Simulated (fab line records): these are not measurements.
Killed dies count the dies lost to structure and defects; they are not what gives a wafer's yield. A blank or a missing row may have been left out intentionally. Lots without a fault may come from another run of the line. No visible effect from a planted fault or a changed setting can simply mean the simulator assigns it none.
fab line records + flow sky130
record
- lots=15
- wafers=42
- last_day=50
route steps=708 shown POLY_GATE@218 LDD_N@244
lots that met no fault: taken from a fault-free run of the same line
start_h: start of the lot's first displayed wafer, in hours after the record's first day + wait_h: how many hours have passed since the lot's step before this one + " identical to the entry in the row above + L1.1+2: one row covering several wafers at once + - no value, or no start given + * or withheld: withheld + < > ~ a bound
route shown NAME@n: NAME is a module with steps in the file, n the number in the route of the first one + usual: mean/standard deviation taken from wafers without a fault + same: alike in all rows + chamber/n: place in a boat + sites: each site's reading + _std_site: the values' standard deviation + _edge_site: inner sites' mean taken away from outer sites' mean + radius_mm: for every site, how far away it sits from the centre of the wafer + mask NAME#n: copy n + behind: the last tool/chamber to shape the wafer + hold: why the lot went on hold/how many hours it stayed there/how the hold came to an end + device: which transistor (n, p or np) failed to switch + end of line: the tests these same wafers got at the end of their route + where a step has no rows: the recipe by itself + killed: count of dies lost to structure and defects at first sort (not the wafer's yield) + map: dies across one wafer; x = killed, . = not, _ = none there
set.NAME: the setting that was run; set.NAME@STEP: the one run at that earlier step + model.NAME: the simulator's own value behind a step, which no gauge read
a sample of lots followed through the steps of the route, with each step as a table and each wafer as a row
services: the hour from which a tool's chamber was out of use, counted from the record's first day as start_h (under 0 if before that day), plus the number of hours and why
## steps
# step SKY_POLY_GATE_THK_MEAS_04
# recipe
- reads=Si3N4_of_POLY_GATE_CVD_03
# usual
- POLY_GATE_CVD_03_THK=75.2/0.79
| lot.wafer | tool          | chamber | start_h | wait_h | POLY_GATE_CVD_03_THK[nm] |
|-----------|---------------|---------|---------|--------|--------------------------|
| L105.2    | film_metro-02 | -       | 342.75  | 0.0    | 75.5                     |
| L105.3    | "             | -       | "       | "      | 76.2                     |
| L105.5    | "             | -       | "       | "      | 75.9                     |
| L106.4    | film_metro-04 | -       | 345.91  | 0.0    | 73.6                     |
| L106.5    | "             | -       | "       | "      | 74.1                     |
| L106.6    | "             | -       | "       | "      | 74.1                     |
| L107.3    | film_metro-03 | -       | 356.90  | 0.0    | 76.0                     |
| L107.4    | "             | -       | "       | "      | 75.8                     |
| L107.6    | "             | -       | "       | "      | 75.8                     |
| L108.1    | film_metro-02 | -       | 361.70  | 0.0    | 75.4                     |
| L108.3    | "             | -       | "       | "      | 75.3                     |
| L108.6    | "             | -       | "       | "      | 74.9                     |
| L109.1    | film_metro-03 | -       | 383.29  | 0.0    | 76.0                     |
| L109.2    | "             | -       | "       | "      | 75.2                     |
| L109.5    | "             | -       | "       | "      | 74.8                     |
| L111.1    | film_metro-03 | -       | 394.24  | 0.0    | 75.5                     |
| L111.3    | "             | -       | "       | "      | 76.3                     |
| L111.4    | "             | -       | "       | "      | 75.8                     |
| L112.1    | film_metro-03 | -       | 403.53  | 0.0    | 75.3                     |
| L112.2    | "             | -       | "       | "      | 75.3                     |
| L112.3    | "             | -       | "       | "      | 75.3                     |
| L114.1    | film_metro-03 | -       | 418.76  | 0.0    | 76.5                     |
| L114.4    | "             | -       | "       | "      | 75.6                     |
| L114.6    | "             | -       | "       | "      | 75.6                     |
| L115.3    | film_metro-03 | -       | 426.29  | 0.0    | 74.4                     |
| L115.4    | "             | -       | "       | "      | 74.4                     |
| L115.6    | "             | -       | "       | "      | 75.0                     |
| L116.1    | film_metro-04 | -       | 436.10  | 0.0    | 75.0                     |
| L116.3    | "             | -       | "       | "      | 74.1                     |
| L116.5    | "             | -       | "       | "      | 74.3                     |
| L118.1    | film_metro-04 | -       | 457.95  | 0.0    | 76.0                     |
| L118.2    | "             | -       | "       | "      | 75.3                     |
| L118.6    | "             | -       | "       | "      | 75.0                     |
| L121.5    | film_metro-04 | -       | 480.01  | 0.0    | 76.4                     |
| L121.6    | "             | -       | "       | "      | 75.8                     |
| L123.3    | film_metro-04 | -       | 500.71  | 0.0    | 75.6                     |
| L123.6    | "             | -       | "       | "      | 74.9                     |
| L125.1    | film_metro-02 | -       | 512.29  | 0.0    | 75.4                     |
| L125.3    | "             | -       | "       | "      | 74.6                     |
| L128.1    | film_metro-02 | -       | 532.69  | 0.0    | 74.7                     |
| L128.3    | "             | -       | "       | "      | 74.5                     |
| L128.6    | "             | -       | "       | "      | 74.4                     |
# step SKY_POLY_GATE_ETCH_17
# recipe
- target_depth_nm=180
- stop_on=SiO2
- over_etch_frac=0.56667
- chemistry=HBr/Cl2
- target=poly-Si
- icp_w=400
- bias_w=100
- pressure_mtorr=10
- HBr_flow_sccm=150
- Cl2_flow_sccm=50
- time_s=70.5
# usual
- drypump_motor_current_A=5.6/0.41
- oes_product_au=0.985/0.0074
- throttle_valve_pct=33.683/0.0088
| lot.wafer | tool      | chamber | start_h | wait_h | drypump_motor_current_A | oes_product_au | rf_hours_counter_h | throttle_valve_pct |
|-----------|-----------|---------|---------|--------|-------------------------|----------------|--------------------|--------------------|
| L105.2    | rie_si-02 | 3       | 370.15  | 0.0    | 5.1                     | 0.985          | 2                  | 33.673             |
| L105.3    | "         | 0       | "       | "      | 5.5                     | 0.978          | 1                  | 33.692             |
| L105.5    | "         | 2       | "       | "      | 5.5                     | 0.989          | -                  | 33.683             |
| L106.4    | rie_si-02 | 3       | 373.65  | 0.0    | 5.1                     | 0.978          | 2                  | 33.676             |
| L106.5    | "         | 3       | "       | "      | 5.1                     | 0.985          | -                  | 33.666             |
| L106.6    | "         | 0       | "       | "      | 5.5                     | 0.970          | -                  | 33.689             |
| L107.3    | rie_si-01 | 1       | 384.85  | 0.0    | 6.1                     | 0.978          | 0                  | 33.701             |
| L107.4    | "         | 0       | "       | "      | 5.2                     | 0.992          | 2                  | 33.683             |
| L107.6    | "         | 0       | "       | "      | 5.2                     | 0.987          | -                  | 33.677             |
| L108.1    | rie_si-02 | 2       | 389.27  | 0.0    | 5.6                     | 0.982          | 17                 | 33.688             |
| L108.3    | "         | 1       | "       | "      | 5.2                     | 0.985          | 4                  | 33.669             |
| L108.6    | "         | 0       | "       | "      | 5.5                     | 0.984          | -                  | 33.680             |
| L109.1    | rie_si-02 | 1       | 412.50  | 0.0    | 5.2                     | 0.987          | 4                  | 33.677             |
| L109.2    | "         | 2       | "       | "      | 5.5                     | 0.981          | 17                 | 33.699             |
| L109.5    | "         | 0       | "       | "      | 5.5                     | 0.987          | -                  | 33.684             |
| L111.1    | rie_si-01 | 0       | 423.87  | 0.0    | 5.2                     | 0.985          | 2                  | 33.687             |
| L111.3    | "         | 3       | "       | "      | 6.3                     | 0.997          | 2                  | 33.689             |
| L111.4    | "         | 1       | "       | "      | 6.1                     | 0.992          | 0                  | 33.673             |
| L112.1    | rie_si-02 | 2       | 433.75  | 0.0    | 5.5                     | 0.982          | 17                 | 33.686             |
| L112.2    | "         | 0       | "       | "      | 5.5                     | 0.979          | 1                  | 33.678             |
| L112.3    | "         | 3       | "       | "      | 5.1                     | 0.983          | 3                  | 33.685             |
| L114.1    | rie_si-01 | 1       | 450.10  | 0.0    | 6.1                     | 0.978          | 1                  | 33.679             |
| L114.4    | "         | 2       | "       | "      | 5.8                     | 0.988          | 6                  | 33.694             |
| L114.6    | "         | 3       | "       | "      | 6.3                     | 0.988          | -                  | 33.684             |
| L115.3    | rie_si-02 | 0       | 457.52  | 0.0    | 5.5                     | 0.987          | 1                  | 33.697             |
| L115.4    | "         | 3       | "       | "      | 5.1                     | 0.987          | 3                  | 33.688             |
| L115.6    | "         | 3       | "       | "      | 5.1                     | 0.982          | -                  | 33.681             |
| L116.1    | rie_si-01 | 0       | 467.22  | 0.0    | 5.2                     | 0.981          | 2                  | 33.701             |
| L116.3    | "         | 3       | "       | "      | 6.3                     | 0.975          | 3                  | 33.703             |
| L116.5    | "         | 1       | "       | "      | 6.1                     | 0.978          | -                  | 33.666             |
| L118.1    | rie_si-01 | 3       | 488.85  | 0.0    | 6.3                     | 0.985          | 3                  | 33.681             |
| L118.2    | "         | 0       | "       | "      | 5.1                     | 0.991          | 2                  | 33.682             |
| L118.6    | "         | 3       | "       | "      | 6.3                     | 0.985          | -                  | 33.680             |
| L121.5    | rie_si-02 | 2       | 510.63  | 0.0    | 5.6                     | 0.673          | -                  | 33.679             |
| L121.6    | "         | 3       | "       | "      | 5.1                     | 1.002          | -                  | 33.674             |
| L123.3    | rie_si-02 | 0       | 531.27  | 0.0    | 5.5                     | 0.675          | 2                  | 33.672             |
| L123.6    | "         | 1       | "       | "      | 5.2                     | 0.989          | -                  | 33.675             |
| L125.1    | rie_si-02 | 1       | 543.02  | 0.0    | 5.2                     | 0.994          | 5                  | 33.664             |
| L125.3    | "         | 3       | "       | "      | 5.1                     | 0.685          | 3                  | 33.692             |
| L128.1    | rie_si-01 | 1       | 563.05  | 0.0    | 6.1                     | 0.959          | 1                  | 33.696             |
| L128.3    | "         | 0       | "       | "      | 5.2                     | 0.992          | 3                  | 33.673             |
| L128.6    | "         | 0       | "       | "      | 5.1                     | 0.982          | -                  | 33.692             |
# step SKY_POLY_GATE_STRIP_18
# recipe
- chemistry=O2/N2
- power_w=1400
- pressure_mtorr=1500
- platen_temp_c=withheld
- o2_flow_sccm=3000
- n2_flow_sccm=300
- overash_fraction=0.5
# usual
- drypump_motor_current_A=5.5/0.41
- oes_product_au=0.360/0.005
- strip_time_to_endpoint_s=3.16/0.052
| lot.wafer | tool            | chamber | start_h | wait_h | drypump_motor_current_A | oes_product_au | rf_hours_counter_h | strip_time_to_endpoint_s |
|-----------|-----------------|---------|---------|--------|-------------------------|----------------|--------------------|--------------------------|
| L105.2    | plasma_asher-02 | 0       | 370.21  | 0.0    | 5.5                     | 0.364          | 68                 | 3.12                     |
| L105.3    | "               | 0       | "       | "      | 5.5                     | 0.369          | -                  | 3.20                     |
| L105.5    | "               | 0       | "       | "      | 5.5                     | 0.358          | -                  | 3.13                     |
| L106.4    | plasma_asher-03 | 0       | 373.74  | 0.1    | 6.4                     | 0.357          | -                  | 3.17                     |
| L106.5    | "               | 1       | "       | "      | 5.4                     | 0.358          | -                  | 3.18                     |
| L106.6    | "               | 0       | "       | "      | 6.5                     | 0.358          | -                  | 3.21                     |
| L107.3    | plasma_asher-04 | 0       | 384.94  | 0.1    | 5.3                     | 0.362          | -                  | 3.19                     |
| L107.4    | "               | 1       | "       | "      | 5.3                     | 0.358          | -                  | 3.23                     |
| L107.6    | "               | 0       | "       | "      | 5.3                     | 0.357          | -                  | 3.20                     |
| L108.1    | plasma_asher-03 | 0       | 389.32  | 0.0    | 6.4                     | 0.363          | 56                 | 3.25                     |
| L108.3    | "               | 0       | "       | "      | 6.5                     | 0.354          | -                  | 3.18                     |
| L108.6    | "               | 0       | "       | "      | 6.4                     | 0.360          | -                  | 3.17                     |
| L109.1    | plasma_asher-03 | 0       | 412.56  | 0.0    | 6.4                     | 0.353          | 58                 | 3.11                     |
| L109.2    | "               | 1       | "       | "      | 5.3                     | 0.366          | 58                 | 3.10                     |
| L109.5    | "               | 1       | "       | "      | 5.4                     | 0.365          | -                  | 3.12                     |
| L111.1    | plasma_asher-03 | 1       | 423.92  | 0.0    | 5.3                     | 0.358          | 60                 | 3.11                     |
| L111.3    | "               | 1       | "       | "      | 5.3                     | 0.355          | -                  | 3.14                     |
| L111.4    | "               | 0       | "       | "      | 6.5                     | 0.362          | -                  | 3.11                     |
| L112.1    | plasma_asher-02 | 1       | 433.81  | 0.0    | 5.4                     | 0.371          | 0                  | 3.20                     |
| L112.2    | "               | 0       | "       | "      | 5.5                     | 0.359          | 0                  | 3.20                     |
| L112.3    | "               | 0       | "       | "      | 5.5                     | 0.363          | -                  | 3.23                     |
| L114.1    | plasma_asher-04 | 0       | 450.16  | 0.0    | 5.3                     | 0.360          | 76                 | 3.17                     |
| L114.4    | "               | 1       | "       | "      | 5.3                     | 0.361          | -                  | 3.23                     |
| L114.6    | "               | 0       | "       | "      | 5.3                     | 0.357          | -                  | 3.14                     |
| L115.3    | plasma_asher-04 | 1       | 457.61  | 0.1    | 5.3                     | 0.360          | -                  | 3.20                     |
| L115.4    | "               | 0       | "       | "      | 5.3                     | 0.370          | -                  | 3.23                     |
| L115.6    | "               | 0       | "       | "      | 5.3                     | 0.357          | -                  | 3.19                     |
| L116.1    | plasma_asher-03 | 1       | 467.27  | 0.0    | 5.4                     | 0.360          | 64                 | 3.17                     |
| L116.3    | "               | 0       | "       | "      | 6.4                     | 0.356          | -                  | 3.13                     |
| L116.5    | "               | 1       | "       | "      | 5.3                     | 0.367          | -                  | 3.27                     |
| L118.1    | plasma_asher-02 | 0       | 488.91  | 0.0    | 5.5                     | 0.355          | 5                  | 3.18                     |
| L118.2    | "               | 1       | "       | "      | 5.4                     | 0.361          | 5                  | 3.18                     |
| L118.6    | "               | 1       | "       | "      | 5.4                     | 0.355          | -                  | 3.18                     |
| L121.5    | plasma_asher-04 | 0       | 510.73  | 0.1    | 5.3                     | 0.373          | -                  | 3.58                     |
| L121.6    | "               | 1       | "       | "      | 5.3                     | 0.357          | -                  | 3.24                     |
| L123.3    | plasma_asher-02 | 0       | 531.36  | 0.1    | 5.5                     | 0.374          | -                  | 3.58                     |
| L123.6    | "               | 1       | "       | "      | 5.4                     | 0.365          | -                  | 3.19                     |
| L125.1    | plasma_asher-02 | 1       | 543.07  | 0.0    | 5.4                     | 0.354          | 11                 | 3.14                     |
| L125.3    | "               | 0       | "       | "      | 5.5                     | 0.384          | -                  | 3.63                     |
| L128.1    | plasma_asher-04 | 1       | 563.11  | 0.0    | 5.3                     | 0.364          | 87                 | 3.26                     |
| L128.3    | "               | 0       | "       | "      | 5.3                     | 0.369          | -                  | 3.19                     |
| L128.6    | "               | 0       | "       | "      | 5.3                     | 0.367          | -                  | 3.16                     |
# step SKY_LDD_N_OVL_MEAS_07
# usual
- LDD_N_OVL=-0.6/1.4
| lot.wafer | tool       | chamber | start_h | wait_h | LDD_N_OVL[nm] |
|-----------|------------|---------|---------|--------|---------------|
| L105.2    | overlay-01 | -       | 403.17  | 0.1    | -0.5          |
| L105.3    | "          | -       | "       | "      | -2.4          |
| L105.5    | "          | -       | "       | "      | -2.0          |
| L106.4    | overlay-01 | -       | 407.28  | 0.1    | -0.1          |
| L106.5    | "          | -       | "       | "      | -0.6          |
| L106.6    | "          | -       | "       | "      | -3.7          |
| L107.3    | overlay-01 | -       | 416.03  | 0.1    | -0.2          |
| L107.4    | "          | -       | "       | "      | -0.1          |
| L107.6    | "          | -       | "       | "      | 2.4           |
| L108.1    | overlay-02 | -       | 420.32  | 0.1    | -1.9          |
| L108.3    | "          | -       | "       | "      | -0.4          |
| L108.6    | "          | -       | "       | "      | -2.5          |
| L109.1    | overlay-02 | -       | 444.46  | 0.1    | 1.0           |
| L109.2    | "          | -       | "       | "      | -0.3          |
| L109.5    | "          | -       | "       | "      | -0.2          |
| L111.1    | overlay-01 | -       | 457.22  | 0.1    | 0.0           |
| L111.3    | "          | -       | "       | "      | 0.1           |
| L111.4    | "          | -       | "       | "      | 0.9           |
| L112.1    | overlay-01 | -       | 468.56  | 0.1    | -4.2          |
| L112.2    | "          | -       | "       | "      | -2.5          |
| L112.3    | "          | -       | "       | "      | -1.1          |
| L114.1    | overlay-02 | -       | 481.82  | 0.1    | 2.0           |
| L114.4    | "          | -       | "       | "      | 0.2           |
| L114.6    | "          | -       | "       | "      | -0.2          |
| L115.3    | overlay-02 | -       | 489.98  | 0.1    | 2.4           |
| L115.4    | "          | -       | "       | "      | 0.0           |
| L115.6    | "          | -       | "       | "      | -0.4          |
| L116.1    | overlay-02 | -       | 500.21  | 0.1    | -3.1          |
| L116.3    | "          | -       | "       | "      | -2.3          |
| L116.5    | "          | -       | "       | "      | 0.5           |
| L118.1    | overlay-02 | -       | 520.51  | 0.1    | 0.5           |
| L118.2    | "          | -       | "       | "      | -0.7          |
| L118.6    | "          | -       | "       | "      | 0.2           |
| L121.5    | overlay-01 | -       | 542.39  | 0.0    | -0.3          |
| L121.6    | "          | -       | "       | "      | -1.9          |
| L123.3    | overlay-01 | -       | 561.98  | 0.1    | 0.8           |
| L123.6    | "          | -       | "       | "      | -1.8          |
| L125.1    | overlay-02 | -       | 574.42  | 0.1    | -0.5          |
| L125.3    | "          | -       | "       | "      | -1.5          |
| L128.1    | overlay-02 | -       | 593.86  | 0.1    | -0.5          |
| L128.3    | "          | -       | "       | "      | -0.5          |
| L128.6    | "          | -       | "       | "      | -0.7          |
## services
| tool            | chamber | start_h | hours | kind       |
|-----------------|---------|---------|-------|------------|
| rie_si-02       | -       | 352.68  | 0.1   | repair     |
| plasma_asher-03 | -       | 376.58  | 2.9   | repair     |
| rie_si-02       | -       | 417.24  | 2.2   | repair     |
| plasma_asher-02 | -       | 421.25  | 9.0   | pm         |
| plasma_asher-02 | 0       | 421.25  | 9.0   | vent_cycle |
| plasma_asher-02 | 1       | 421.25  | 9.0   | vent_cycle |
| plasma_asher-02 | 0       | 430.25  | -     | clean      |
| plasma_asher-02 | 1       | 430.25  | -     | clean      |
| rie_si-02       | 3       | 464.78  | 5.9   | repair     |
| plasma_asher-02 | -       | 556.41  | 12.3  | pm         |
## key
first_sign
- step=SKY_POLY_GATE_ETCH_17
- reading=oes_product_au
- direction=down
- sigmas=42
- usual=0.985
- struck=0.678
effect
- step=SKY_POLY_GATE_STRIP_18
- reading=strip_time_to_endpoint_s
- direction=up
- sigmas=8.3
- usual=*
- struck=*
met_at SKY_POLY_GATE_ETCH_17
struck_lots L121,L123,L125
struck_wafers L121.5,L123.3,L125.3
later_rows_left_out L121.5,L123.3,L125.3
sort_left_out L121.5,L123.3,L125.3
tester_left_out L121,L123,L125
not_acting_at SKY_POLY_GATE_THK_MEAS_04,SKY_LDD_N_OVL_MEAS_07
onset_between 457.52 510.63
fault
- kind=process_parameter_drift
- tool=rie_si-02
- chamber=-
- onset_h=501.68
- steps=SKY_POLY_GATE_ETCH_17
- channel=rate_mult
- offset=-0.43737
- shape=step
- end_h=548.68
- scope=struck_wafers_only
# tester_left_out: of these lots the tester's yield and bins aren't shown, on N5 and GAA mostly nor the transistor test; their killed dies are dies lost to structure and defects alone, not to doping, threshold or leakage, so they don't give the yield
# sort_left_out: the simulated sort isn't trusted on such a fault, so these wafers' sort isn't shown, and their yield isn't known
# later_rows_left_out: the simulator's readings of these wafers behind a module that went badly wrong aren't trusted and aren't shown, but for the sort
